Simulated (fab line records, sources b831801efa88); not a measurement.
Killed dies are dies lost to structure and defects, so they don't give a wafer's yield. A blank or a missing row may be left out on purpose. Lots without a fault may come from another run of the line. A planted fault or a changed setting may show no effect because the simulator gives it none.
Chamber matching | flow gf180mcu | GF_V5_CVD_02 on pecvd-02: 3 sister chambers
The step deposits SiO2 from TEOS, target thk 1450 nm, time 163.28 s. 20 wafers are shown with their chamber, then 10 later ones without.

WAFERS WITH THEIR CHAMBER
wafer  | chamber | heater_power_w (W)
L075.4 | 1       | 746
L075.5 | 0       | 666
L075.6 | 2       | 659
L076.1 | 0       | 692
L076.2 | 2       | 797
L076.3 | 1       | 729
L076.4 | 2       | 662
L076.5 | 0       | 572
L076.6 | 1       | 797
L080.1 | 2       | 712
L080.4 | 2       | 792
L080.6 | 1       | 623
L081.3 | 2       | 666
L081.5 | 2       | 749
L081.6 | 1       | 603
L083.1 | 0       | 704
L083.3 | 2       | 728
L083.4 | 2       | 799
L087.1 | 1       | 684
L087.2 | 2       | 673

SIGNATURES (means of the wafers above)
reading        | chamber 0 | chamber 1 | chamber 2 | scatter within a chamber
heater_power_w | 658.50    | 697.00    | 723.70    | 63.7
Rule: a wafer's distance from a chamber is the root of the sum, over the readings, of the square of ((its reading less the chamber's mean) divided by the reading's scatter). The wafer belongs to the nearest chamber; if the next one is less than 2 further off, it can't be placed. The scatter: the root of (the sum of the squares of (reading less its chamber's mean) over the shown wafers, divided by (wafers less chambers)).

WAFERS WITHOUT THEIR CHAMBER
wafer  | heater_power_w (W)
L087.3 | 667
L087.4 | 758
L087.5 | 759
L087.6 | 576
L093.3 | 779
L093.5 | 799
L093.6 | 620
L097.1 | 598
L097.5 | 746
L097.6 | 686

WHICH CHAMBER EACH WENT THROUGH
wafer  | from the rows above          | in truth
L087.3 | can't be placed: 0 or 1 or 2 | 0
L087.4 | can't be placed: 2 or 1 or 0 | 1
L087.5 | can't be placed: 2 or 1 or 0 | 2
L087.6 | can't be placed: 0 or 1 or 2 | 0
L093.3 | can't be placed: 2 or 1 or 0 | 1
L093.5 | can't be placed: 2 or 1 or 0 | 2
L093.6 | can't be placed: 0 or 1 or 2 | 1
L097.1 | can't be placed: 0 or 1 or 2 | 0
L097.5 | can't be placed: 2 or 1 or 0 | 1
L097.6 | can't be placed: 1 or 0 or 2 | 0
Placed correctly: 0 of 10. Can't be placed from these rows: 10 (the true chamber is among the candidates in 10). Placed wrongly: 0.
